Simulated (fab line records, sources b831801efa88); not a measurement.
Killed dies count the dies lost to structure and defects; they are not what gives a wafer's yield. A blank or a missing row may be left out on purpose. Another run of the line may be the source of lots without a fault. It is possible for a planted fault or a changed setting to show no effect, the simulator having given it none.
A struck lot beside a sound one :: flow sky130 :: 20 out of 708 route steps
Sound: the wafers L402.2, L402.3, L402.6. Struck: wafers L408.1, L408.6. (L408.4 of the same lot was not struck and is left out.) The cause comes at the end.
Per side, at each step with rows, come the tool, then ch with its chambers, and then its first start. Under that, the readings that differ: sound wafers :: struck wafers :: difference of the means :: sigmas: that difference in standard deviations of wafers without a fault.
alike: a reading whose means differ by less than 2 such deviations, as well as words and numbers matching on both sides. not compared: withheld readings; readings where some wafer has no value; bounds like >300 that might hide an equal value; numbers whose values overlap and for which the record gives no deviation.
A row with sigmas, a row that says differs or no value, or rows on one side alone: a step with any of these is where the two part. When numbers do not overlap yet have no deviation, they are printed without sigmas and do not part them. Lack of a reading on every wafer of one side parts them only where that side has two or more wafers.

SKY_LI_CONTACT_CVD_21: deposits W, target thk 400 nm, time 120.56 s.
  sound on cvd_w-02 ch 0,1, day 31 20:10; struck on cvd_w-02 ch 0,1, day 33 11:44
  alike: heater_power_outer_w, heater_power_w
SKY_LI_CONTACT_RS_MEAS_22: uses a four-point probe to measure.
  sound on film_metro-02, day 31 20:19; struck on film_metro-01, day 33 11:52
  alike: LI_CONTACT_W_RS
SKY_LI_CONTACT_THK_MEAS_23: measures by xrf.
  sound on film_metro-02, day 31 20:25; struck on film_metro-01, day 33 11:59
  alike: LI_CONTACT_W_THK
SKY_LI_CONTACT_CMP_24: polishes, stops on PSG, t overpolish 20 s, target thk 0 nm.
  sound on cmp-02 ch 0,2,3, day 31 20:28; struck on cmp-01 ch 0,3, day 33 12:02
  alike: motor_current_A, overpolish_run_s, retaining_ring_pressure_frac, time_to_endpoint_s
SKY_LOCAL_INTERCONNECT_SPUTTER_00: material TiN, target thk 100 nm, time 83.3 s.
  sound on pvd_sputter-02, day 31 20:46; struck on pvd_sputter-03, day 33 12:20
  alike: cathode_dc_power_W, throttle_valve_pct
SKY_LOCAL_INTERCONNECT_RS_MEAS_01: uses a four-point probe to measure.
  sound on film_metro-04, day 31 20:51; struck on film_metro-03, day 33 12:24
  alike: LOCAL_INTERCONNECT_TIN_RS
SKY_LOCAL_INTERCONNECT_THK_MEAS_02: measures by xrf.
  sound on film_metro-04, day 31 20:58; struck on film_metro-03, day 33 12:31
  alike: LOCAL_INTERCONNECT_TIN_THK
then, 5 steps without rows for these wafers: SKY_LOCAL_INTERCONNECT_DEHYDRATE_03 (time 60 s); SKY_LOCAL_INTERCONNECT_HMDS_04 (prime time 60 s); SKY_LOCAL_INTERCONNECT_COAT_05 (resist thk 60 nm); SKY_LOCAL_INTERCONNECT_COAT_06 (resist thk 450 nm); SKY_LOCAL_INTERCONNECT_SOFTBAKE_07 (time 90 s).
SKY_LOCAL_INTERCONNECT_EXPOSE_08: exposes mask LI1M, target cd 170 nm.
  sound on krf_scanner-01 ch 0, day 32 11:16; struck on krf_scanner-01 ch 0, day 34 02:03
  alike: mask
then, 2 steps without rows for these wafers: SKY_LOCAL_INTERCONNECT_PEB_09; SKY_LOCAL_INTERCONNECT_DEVELOP_10 (develop time 60 s).
SKY_LOCAL_INTERCONNECT_CD_MEAS_11 targets a cd of 170 nm.
  sound on cd_sem-02, day 33 00:41; struck on cd_sem-02, day 34 15:12
reading: cd_nm (nm)
sound: 168.6 170.1 169.5
struck: 91.6 90.5
difference: -78.4
sigmas: -60
SKY_LOCAL_INTERCONNECT_OVL_MEAS_12:
  sound on overlay-01, day 33 00:47; struck on overlay-01, day 34 15:19
  alike: LOCAL_INTERCONNECT_OVL
SKY_LOCAL_INTERCONNECT_ETCH_13: etches BARC in N2/H2, stops on SiO2, time 45.9 s, target depth 60 nm.
  sound on rie_metal-02 ch 0,1, day 33 00:49; struck on rie_metal-01 ch 0, day 34 15:22
reading: model.LOCAL_INTERCONNECT.cd_nm (nm)
sound: 168.8 170.3 169.7
struck: 92.74 90.82
difference: -77.82
sigmas: 
  alike: drypump_motor_current_A, h2_flow_sccm, he_backside_leak_sccm, oes_product_au, throttle_valve_pct
  not compared: rf_hours_counter_h
SKY_LOCAL_INTERCONNECT_METAL_ETCH_14: etches TiN in Cl2/BCl3, stops on PSG, target depth 110 nm, time 31.4 s.
  sound on rie_metal-02 ch 0,1, day 33 00:53; struck on rie_metal-01 ch 0, day 34 15:25
reading: model.LOCAL_INTERCONNECT.cd_nm (nm)
sound: 168.9 170.6 169.9
struck: 93.24 90.92
difference: -77.72
sigmas: 
  alike: drypump_motor_current_A, he_backside_leak_sccm, oes_product_au, throttle_valve_pct
  not compared: rf_hours_counter_h
SKY_LOCAL_INTERCONNECT_STRIP_15: strips in O2/N2.
  sound on plasma_asher-02 ch 0,1, day 33 00:56; struck on plasma_asher-02 ch 0,1, day 34 15:29
reading: strip_time_to_endpoint_s (s)
sound: 4.718 4.712 4.697
struck: 4.755 4.751
difference: +0.044
sigmas: +2
  alike: drypump_motor_current_A, oes_product_au
  not compared: rf_hours_counter_h

WHERE THEY PART
Earliest at SKY_LOCAL_INTERCONNECT_CD_MEAS_11; latest, in this record, at SKY_LOCAL_INTERCONNECT_STRIP_15.

WHY: the cause the simulator had injected
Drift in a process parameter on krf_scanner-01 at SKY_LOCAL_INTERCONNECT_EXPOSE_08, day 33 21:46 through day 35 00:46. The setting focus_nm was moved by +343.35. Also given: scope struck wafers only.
